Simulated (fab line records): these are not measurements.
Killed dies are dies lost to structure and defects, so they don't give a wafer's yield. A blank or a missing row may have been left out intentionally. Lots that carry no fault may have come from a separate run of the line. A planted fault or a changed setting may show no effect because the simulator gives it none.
One fault through the eyes of 2 desks | flow sky130 | what lay behind the numbers comes last; until then each desk has only its own

## AT THE METROLOGY DESK
What the gauges read for every lot (on any tool): the sampled wafers with a number, averaged. If a lot's mean is further than 4 standard deviations from the usual mean, the lot is out of limits and carries the mark OUT (the distance appears in the brackets).
Columns: A = VIA2_W_RS at SKY_VIA2_RS_MEAS_22, usual 0.2751 ohm/sq; B = VIA2_W_THK at SKY_VIA2_THK_MEAS_23, usual 414 nm
lot  | first seen here | A                | B
L461 | day 37 19:54    | 0.2752           | 427
L462 | day 37 23:04    | 0.2753           | 410
L463 | day 38 07:19    | 0.2727           | 415
L465 | day 39 02:19    | 0.2750           | 409
L468 | day 39 19:36    | 0.2394 (-13) OUT | 414
L476 | day 43 11:03    | 0.2789           | 401
L479 | day 43 12:02    | 0.2734           | 409
L477 | day 43 12:58    | 0.2765           | 416
L475 | day 43 14:56    | 0.2760           | 406
L478 | day 43 18:49    | 0.2704           | 415
This desk's finding: out of limits on L468; first on L468, day 39 19:36 (VIA2_W_RS at SKY_VIA2_RS_MEAS_22). In limits: L461, L462, L463, L465, L476, L479, L477, L475, L478.

## TOOL OWNER'S DESK, cvd w-01
The tool's own readings at SKY_VIA2_CVD_21 (deposits W, target thk 420 nm, time 126.4 s): means of the sampled wafers that have a number, for each lot that ran on this tool. If a lot's mean is further than 4 standard deviations from the usual mean, the lot is out of limits and carries the mark OUT (the distance appears in the brackets).
Columns: A = heater power w at SKY_VIA2_CVD_21, usual 850 W
lot  | first seen here | A
L461 | day 37 19:45    | 837
L462 | day 37 22:56    | 853
L463 | day 38 07:11    | 789
L468 | day 39 19:27    | 839
L476 | day 43 10:56    | 769
L479 | day 43 11:55    | 758
Result from this desk: across the 6 lots, nothing is out of limits.

## PUT TOGETHER
Metrology desk: alarm possible at day 39 19:36 on L468.
Nothing out of limits was seen by the tool owner's desk.
The tool owner's desk has L468 on record, within its limits.
On cvd w-01, each named lot ran SKY_VIA2_CVD_21.

## WHAT THE SIMULATOR HAD PUT IN
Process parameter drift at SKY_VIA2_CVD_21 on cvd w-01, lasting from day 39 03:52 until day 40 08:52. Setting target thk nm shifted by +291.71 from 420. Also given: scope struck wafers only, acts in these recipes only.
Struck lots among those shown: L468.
Per desk, hours elapsed from the start of the fault to the first reading out of limits: for the metrology desk, 16.
